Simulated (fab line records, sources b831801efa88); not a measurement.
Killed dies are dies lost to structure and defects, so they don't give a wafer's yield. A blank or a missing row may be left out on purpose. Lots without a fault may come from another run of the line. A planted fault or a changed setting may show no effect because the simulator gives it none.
Tool commonality check | flow sky130 | 12 lots, 36 wafers sampled

WHY IT WAS OPENED
At SKY_PWDE_TW_MEAS_10 the reading PWDE_TW is flagged on 2 of 12 lots. Wafers without a fault read 374.4, standard deviation 1.9.
Rule: a lot is flagged when every wafer of it that has a number lies more than 4 standard deviations from that mean, or none has a number. The other lots count as sound.

lot  | measured    | on            | PWDE_TW, wafer by wafer | flag
L100 | day 3 21:37 | film_metro-02 | 378.1 372.9 375.7       |
L101 | day 4 01:22 | film_metro-03 | 374.0 373.9 375.7       |
L107 | day 5 12:34 | film_metro-01 | 403.0 401.7 402.8       | FLAGGED
L108 | day 5 17:01 | film_metro-03 | 405.3 406.4 404.9       | FLAGGED
L112 | day 6 15:32 | film_metro-02 | 375.2 374.8 375.6       |
L114 | day 7 02:28 | film_metro-03 | 375.1 376.0 376.2       |
L116 | day 7 12:43 | film_metro-03 | 375.1 375.5 373.8       |
L117 | day 7 18:25 | film_metro-03 | 375.8 377.0 379.0       |
L118 | day 8 03:01 | film_metro-01 | 371.1 372.3 372.2       |
L119 | day 8 05:52 | film_metro-01 | 372.8 375.4 374.7       |
L120 | day 8 11:22 | film_metro-02 | 372.0 374.5 373.8       |
L122 | day 9 06:07 | film_metro-01 | 376.3 375.0 374.8       |
The numbers of the flagged lots are 404.0 on average: +29.6 against the usual, or +16 standard deviations.

WHICH TOOL RAN EACH LOT
The record holds 1 process step before the reading, out of a route of 708 steps. In each cell: the tool, then ch and the chambers that the sampled wafers went through, then the start.
lot  | flag    | SKY_PWDE_IMPLANT_08
L100 |         | implanter-01 ch 0, day 3 21:24
L101 |         | implanter-01 ch 0, day 4 01:07
L107 | FLAGGED | implanter-01 ch 0, day 5 12:19
L108 | FLAGGED | implanter-01 ch 0, day 5 16:48
L112 |         | implanter-03 ch 0, day 6 15:19
L114 |         | implanter-04 ch 0, day 7 02:13
L116 |         | implanter-04 ch 0, day 7 12:28
L117 |         | implanter-04 ch 0, day 7 18:10
L118 |         | implanter-03 ch 0, day 8 02:46
L119 |         | implanter-04 ch 0, day 8 05:37
L120 |         | implanter-03 ch 0, day 8 11:07
L122 |         | implanter-04 ch 0, day 9 05:54
What these steps do:
- SKY_PWDE_IMPLANT_08
- SKY_PWDE_TW_MEAS_10

FLAGGED OVER TOTAL, TOOL BY TOOL (the gauges that took the reading come last)
step                | tool          | lots run | flagged | share of the flagged lots | sound lots run after its first flagged lot
SKY_PWDE_IMPLANT_08 | implanter-01  | 4        | 2       | all                       | 0
SKY_PWDE_IMPLANT_08 | implanter-03  | 3        | 0       | none                      | -
SKY_PWDE_IMPLANT_08 | implanter-04  | 5        | 0       | none                      | -
SKY_PWDE_TW_MEAS_10 | film_metro-01 | 4        | 1       | some                      | 3 (L118,L119,L122)
SKY_PWDE_TW_MEAS_10 | film_metro-02 | 3        | 0       | none                      | -
SKY_PWDE_TW_MEAS_10 | film_metro-03 | 5        | 1       | some                      | 3 (L114,L116,L117)

WHAT THE TABLE ALLOWS
1 row of the table ran every flagged lot: implanter-01 at SKY_PWDE_IMPLANT_08.
- implanter-01 at SKY_PWDE_IMPLANT_08: 2 of its 4 lots flagged. Its last sound lot is L101 (day 4 01:07), its first flagged lot L107 (day 5 12:19): a fault that began between those two fits. Its own readings lie more than 4 standard deviations out on every wafer of the flagged lots: dose_ions_cm2, faraday_current_uA.
One tool is left: implanter-01 at SKY_PWDE_IMPLANT_08.

WHAT THE SIMULATOR HAD PUT IN
Process parameter drift: implanter-01, from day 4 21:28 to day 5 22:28, at SKY_PWDE_IMPLANT_08. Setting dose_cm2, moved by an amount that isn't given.
Lots struck among those shown: L107, L108. The rule above found the same.
